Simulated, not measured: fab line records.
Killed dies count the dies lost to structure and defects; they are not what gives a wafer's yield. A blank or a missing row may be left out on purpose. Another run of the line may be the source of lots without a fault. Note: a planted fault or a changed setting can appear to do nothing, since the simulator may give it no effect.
Which tool did it? -- flow gf180mcu -- Sampling: 14 lots, 42 wafers, 4 of 602 route steps

== WHAT THE GAUGES SHOWED, per wafer ==
GF_V5_BOW_MEAS_05.
lot,measured,on,V5_BOW (um)
L411,day 26 03:19,film-metro-02,114 121 101
L413,day 26 23:35,film-metro-03,131 127 128
L415,day 27 16:40,film-metro-03,130 134 129
L416,day 28 00:36,film-metro-02,133 134 125
L418,day 28 15:24,film-metro-02,124 125 121
L419,day 28 20:11,film-metro-01,131 125 134
L420,day 29 06:53,film-metro-02,117 126 128
L422,day 29 20:49,film-metro-03,130 141 133
L421,day 29 22:32,film-metro-02,123 127 110
L425,day 30 13:51,film-metro-01,125 136 134
L426,day 31 02:05,film-metro-03,127 122 124
L427,day 31 08:40,film-metro-03,144 131 138
L432,day 32 12:05,film-metro-03,134 129 138
L433,day 32 19:12,film-metro-03,117 124 119

GF_TOP_METAL_CD_MEAS_14: target cd 440 nm.
lot,measured,on,cd-nm (nm)
L411,day 27 22:31,cd-sem-02,439.9 437.1 441.0
L413,day 28 16:10,cd-sem-02,438.4 438.1 439.0
L415,day 29 07:55,cd-sem-02,439.6 442.4 441.3
L416,day 29 17:31,cd-sem-01,439.3 438.4 437.2
L418,day 30 06:44,cd-sem-01,442.6 439.7 439.6
L419,day 30 11:32,cd-sem-01,441.6 439.5 439.7
L420,day 30 21:36,cd-sem-02,440.9 439.0 440.9
L422,day 31 10:19,cd-sem-02,441.1 442.0 443.7
L421,day 31 12:10,cd-sem-02,440.4 438.1 441.1
L425,day 32 02:30,cd-sem-01,439.1 439.2 439.1
L426,day 32 13:41,cd-sem-01,440.3 438.6 439.8
L427,day 32 20:19,cd-sem-01,440.2 436.5 438.1
L432,day 33 21:28,cd-sem-01,436.7 438.8 439.8
L433,day 34 04:38,cd-sem-02,436.4 437.1 436.8

== EACH LOT AND THE TOOL THAT RAN IT (in order: tool; ch and the chambers of the sampled wafers; start) ==
lot,GF_HV_LDD_ETCHBACK_58,GF_V5_CVD_02
L411,"rie-diel-04 ch 0,2, day 12 07:29","pecvd-03 ch 0,2, day 26 02:51"
L413,"rie-diel-02 ch 1,2,3, day 13 01:44","pecvd-01 ch 0,2, day 26 22:53"
L415,"rie-diel-04 ch 1,2,3, day 13 17:20","pecvd-03 ch 0,1,2, day 27 16:13"
L416,"rie-diel-02 ch 0,1,2, day 14 06:08","pecvd-01 ch 0,1,2, day 28 00:05"
L418,"rie-diel-04 ch 1,2,3, day 14 19:59","pecvd-01 ch 1,2, day 28 14:53"
L419,"rie-diel-02 ch 0,1, day 15 03:40","pecvd-03 ch 1,2, day 28 19:43"
L420,"rie-diel-01 ch 0,2,3, day 15 13:20","pecvd-03 ch 1,2, day 29 06:23"
L422,"rie-diel-02 ch 0,2, day 16 06:08","pecvd-04 ch 1,2, day 29 20:21"
L421,"rie-diel-04 ch 2,3, day 16 06:52","pecvd-01 ch 0,1, day 29 22:04"
L425,"rie-diel-04 ch 0,2,3, day 17 03:55","pecvd-01 ch 2, day 30 13:20"
L426,"rie-diel-02 ch 0,1,3, day 17 17:19","pecvd-04 ch 0,1, day 31 01:35"
L427,"rie-diel-04 ch 2,3, day 18 01:50","pecvd-01 ch 0,1,2, day 31 08:12"
L432,"rie-diel-02 ch 0,1,2, day 19 16:52","pecvd-04 ch 0,1,2, day 32 11:32"
L433,"rie-diel-01 ch 1,2,3, day 20 01:56","pecvd-04 ch 0,1,2, day 32 18:43"
- GF_HV_LDD_ETCHBACK_58: etches Si3N4 in CH3F/O2, stops on SiO2, time 100 s, target depth 90 nm.
- GF_V5_CVD_02: deposits SiO2 from TEOS, target thk 1450 nm, time 163.28 s.

== WHAT THE TOOLS THEMSELVES READ (means of the sampled wafers that have a number; where no wafer has one, the mark that the record gives instead) ==
GF_HV_LDD_ETCHBACK_58.
lot,tool,bias-w (W),drypump-motor-current-A (A),oes-product-au (a.u.),throttle-valve-pct (%)
L411,rie-diel-04,79.97,5.7,0.842,10.559
L413,rie-diel-02,79.97,5.5,0.843,10.553
L415,rie-diel-04,79.88,5.2,0.840,10.558
L416,rie-diel-02,80.01,5.5,0.840,10.565
L418,rie-diel-04,80.05,5.2,0.847,10.566
L419,rie-diel-02,79.89,5.9,0.838,10.564
L420,rie-diel-01,80.01,5.8,0.846,10.565
L422,rie-diel-02,79.72,5.6,0.842,10.564
L421,rie-diel-04,79.92,5.1,0.843,10.564
L425,rie-diel-04,79.73,5.5,0.849,10.556
L426,rie-diel-02,79.87,5.9,0.847,10.571
L427,rie-diel-04,80.14,5.4,0.838,10.561
L432,rie-diel-02,79.98,5.5,0.840,10.561
L433,rie-diel-01,80.05,6.0,0.843,10.556

GF_V5_CVD_02.
lot,tool,heater-power-outer-w (W),heater-power-w (W)
L411,pecvd-03,404,681
L413,pecvd-01,395,652
L415,pecvd-03,315,563
L416,pecvd-01,355,605
L418,pecvd-01,343,593
L419,pecvd-03,303,557
L420,pecvd-03,389,681
L422,pecvd-04,369,657
L421,pecvd-01,396,661
L425,pecvd-01,304,555
L426,pecvd-04,401,645
L427,pecvd-01,351,615
L432,pecvd-04,334,583
L433,pecvd-04,376,644

== THE ANSWER, worked out from the rows above alone ==
Rule: what is usual is taken from the lots themselves. The widest of any qualifying gaps counts: lots, ordered by their means at a reading, are off when they make up no more than a third of the lots, leave a main group of 4 or more, and stand apart from it by 3 or more times the standard deviation of that group's means. A main group is skipped when, at the precision printed for the reading in the tables above, its means are all equal. A lot without any number at a reading at which 4 lots or more have one is off too. Any other lot the step has rows for is counted as sound. After the gauges, taken in route order, come the tools' own readings; for these a lot's mean is taken, as printed above. The first step at which some lot is off is used, and at that step the reading that is off furthest; a lot without a number counts as furthest.
Across all readings shown, no lot is off: no conclusion can be drawn from this.

== WHAT THE SIMULATOR HAD INSERTED ==
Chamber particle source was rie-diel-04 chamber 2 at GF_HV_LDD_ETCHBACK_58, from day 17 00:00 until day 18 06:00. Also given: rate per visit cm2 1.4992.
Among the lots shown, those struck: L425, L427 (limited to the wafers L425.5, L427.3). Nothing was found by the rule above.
